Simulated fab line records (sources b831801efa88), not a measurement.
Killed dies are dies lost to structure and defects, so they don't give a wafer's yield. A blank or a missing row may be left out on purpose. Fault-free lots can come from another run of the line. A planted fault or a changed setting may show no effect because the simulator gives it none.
8D (eight disciplines) problem report, filled in by code || flow gf180mcu || the parts of the form that need people (team, actions taken, sign-off) are left out

1. PROBLEM STATEMENT
At GF_M4_CD_MEAS_14, cd-nm averages 290.9 nm over 6 wafers from 2 lots, while fault-free wafers read 280.0 nm, standard deviation 0.9. Measured from the usual mean, that is +12 standard deviations.
The step: target cd 280 nm.
First observed at day 27 17:17: wafer L990.1, on cd-sem-02. The record has a number at this step for 36 wafers belonging to 12 lots. The rule behind "out" and "out of limits": a value lying over 4 standard deviations away from the usual mean. The rest of the wafers with a number are treated as sound.

2. WHAT IT IS AND WHAT IT IS NOT
{"question": "which readings at this step", "is": "cd-nm", "is not": "-"}
{"question": "which lots", "is": "L990, L991", "is not": "L100, L978, L980, L983, L984, L985, L986, L988, L989, L993"}
{"question": "which wafers of those lots", "is": "all that have a number", "is not": "-"}
{"question": "read on which gauges", "is": "cd-sem-02", "is not": "cd-sem-01"}
{"question": "when", "is": "from day 27 17:17", "is not": "up to then (24 sound wafers); but 6 sound wafers of L100, L993 came after"}

3. THE SUSPECTS, EACH WITH WHAT RULES IT OUT
Counting: a tool stays on the suspect list if, at a process step up to the reading, it processed all lots that are out and no sound lot following the first of them.
- ruled out: the gauge at GF_M4_CD_MEAS_14. All the wafers that are out were read on cd-sem-02, but those of them that GF_M4_PEB_12 has rows for are out there too, on other tools.
- plasma-asher-03 at GF_M3_STRIP_17 (strips in O2/N2): ruled out as a lasting fault. Sound lots L993 ran on it after its first lot that is out, L990 (day 25 21:07).
- litho-track-02 at GF_M4_PEB_12 (peb time 90 s): kept. It ran every lot that is out, first L990 (day 27 16:56), and no sound lot after that; its last sound lot up to then is L988 (day 27 02:46). Out on those wafers are its own readings of heater-power-total-W.
Remaining after the count: litho-track-02 at GF_M4_PEB_12.

4. THE CAUSE (what the simulator had put in)
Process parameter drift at GF_M4_PEB_12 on litho-track-02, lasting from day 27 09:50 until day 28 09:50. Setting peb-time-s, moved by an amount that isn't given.
This tool alone remained once counting was done.

5. THE EFFECT CHAIN, in route order
One row per reading whose mean, taken over the struck wafers that have a number, lies over 3 standard deviations from the usual. Readings are gone through only where the record gives a usual standard deviation; hours: the median, over the lots, of the time from a lot's start at the first step in this table giving one to that lot's start at this step; sigmas: the change measured in usual standard deviations.
{"hours": 0, "step": "GF_M4_PEB_12", "reading": "heater-power-total-W", "usual": "85.69 W", "on struck wafers": 97.23, "change": "+11.54", "sigmas": "+99 or more"}
{"hours": 0, "step": "GF_M4_CD_MEAS_14", "reading": "cd-nm", "usual": "280.0 nm", "on struck wafers": 290.9, "change": "+10.9", "sigmas": "+12"}
It contains these process steps:
- GF_M4_PEB_12: peb time 90 s.

6. WHAT WOULD HAVE CAUGHT IT SOONER
Counted from the fault's start at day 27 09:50, it took 7 hours until the first out-of-limits reading at a measuring or inspecting step in this record, taken at day 27 17:17.
At GF_M4_PEB_12, the tool's own readings (heater-power-total-W) were out on each struck wafer the step has a row for, so an alarm limit on them would have fired on the first such wafer.
Of the lots that are out (2), L991 began GF_M4_PEB_12 on litho-track-02 after day 27 17:17. A tool hold placed at that time would have kept it from harm.
